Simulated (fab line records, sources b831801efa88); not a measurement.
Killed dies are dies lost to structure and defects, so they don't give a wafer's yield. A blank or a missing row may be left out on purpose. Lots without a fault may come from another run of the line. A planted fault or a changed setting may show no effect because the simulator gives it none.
Tool commonality check | flow gf180mcu | 13 lots, 39 wafers sampled

WHY IT WAS OPENED
At GF_STI_CD_MEAS_12 the reading cd_nm is flagged on 1 of 13 lots. Wafers without a fault read 219.7 nm, standard deviation 1.6.
Rule: a lot is flagged when every wafer of it that has a number lies more than 4 standard deviations from that mean, or none has a number. The other lots count as sound.

lot  | measured    | on        | cd_nm (nm), wafer by wafer | flag
L420 | day 2 00:20 | cd_sem-02 | 218.9 219.9 218.8          |
L421 | day 2 07:01 | cd_sem-01 | 220.5 220.4 219.8          |
L423 | day 2 17:32 | cd_sem-01 | 219.6 220.8 219.3          |
L424 | day 2 21:46 | cd_sem-01 | 220.0 218.8 217.7          |
L425 | day 3 02:24 | cd_sem-02 | 222.1 219.9 220.6          |
L426 | day 3 07:46 | cd_sem-02 | 173.1 173.5 172.9          | FLAGGED
L429 | day 3 23:44 | cd_sem-02 | 220.0 221.0 221.0          |
L438 | day 5 22:47 | cd_sem-02 | 218.9 218.5 219.1          |
L439 | day 6 04:58 | cd_sem-01 | 220.7 220.0 219.5          |
L440 | day 6 08:49 | cd_sem-01 | 219.9 220.8 221.0          |
L441 | day 6 14:13 | cd_sem-01 | 222.0 222.4 222.3          |
L442 | day 6 18:44 | cd_sem-02 | 222.1 221.8 222.8          |
L443 | day 7 01:11 | cd_sem-01 | 219.4 220.4 219.8          |
The numbers of the flagged lots are 173.2 nm on average: -46.5 nm against the usual, or -29 standard deviations.

WHICH TOOL RAN EACH LOT
The record holds 1 process step before the reading, out of a route of 602 steps. In each cell: the tool, then ch and the chambers that the sampled wafers went through, then the start.
lot  | flag    | GF_STI_EXPOSE_09
L420 |         | krf_scanner-01 ch 0, day 1 19:04
L421 |         | krf_scanner-01 ch 0, day 2 00:54
L423 |         | krf_scanner-02 ch 0, day 2 11:46
L424 |         | krf_scanner-01 ch 0, day 2 15:41
L425 |         | krf_scanner-01 ch 0, day 2 21:00
L426 | FLAGGED | krf_scanner-01 ch 0, day 3 01:29
L429 |         | krf_scanner-01 ch 0, day 3 16:52
L438 |         | krf_scanner-02 ch 0, day 5 15:19
L439 |         | krf_scanner-01 ch 0, day 5 21:35
L440 |         | krf_scanner-02 ch 0, day 6 01:26
L441 |         | krf_scanner-01 ch 0, day 6 06:40
L442 |         | krf_scanner-02 ch 0, day 6 11:28
L443 |         | krf_scanner-01 ch 0, day 6 17:56
What these steps do:
- GF_STI_EXPOSE_09: exposes mask COMP, target cd 220 nm.
- GF_STI_CD_MEAS_12: target cd 220 nm.

FLAGGED OVER TOTAL, TOOL BY TOOL (the gauges that took the reading come last)
step              | tool           | lots run | flagged | share of the flagged lots | sound lots run after its first flagged lot
GF_STI_EXPOSE_09  | krf_scanner-01 | 9        | 1       | all                       | 4 (L429,L439,L441,L443)
GF_STI_EXPOSE_09  | krf_scanner-02 | 4        | 0       | none                      | -
GF_STI_CD_MEAS_12 | cd_sem-01      | 7        | 0       | none                      | -
GF_STI_CD_MEAS_12 | cd_sem-02      | 6        | 1       | all                       | 3 (L429,L438,L442)

WHAT THE TABLE ALLOWS
2 rows of the table ran every flagged lot: krf_scanner-01 at GF_STI_EXPOSE_09, cd_sem-02 at GF_STI_CD_MEAS_12.
- krf_scanner-01 at GF_STI_EXPOSE_09: 1 of its 9 lots flagged. Sound lots ran on it after the first flagged one (L429, L439, L441, L443), which a lasting fault on the whole tool wouldn't allow.
- cd_sem-02 at GF_STI_CD_MEAS_12: 1 of its 6 lots flagged. Sound lots ran on it after the first flagged one (L429, L438, L442), which a lasting fault on the whole tool wouldn't allow.
No row of the table ran every flagged lot and no sound lot after the first.

WHAT THE SIMULATOR HAD PUT IN
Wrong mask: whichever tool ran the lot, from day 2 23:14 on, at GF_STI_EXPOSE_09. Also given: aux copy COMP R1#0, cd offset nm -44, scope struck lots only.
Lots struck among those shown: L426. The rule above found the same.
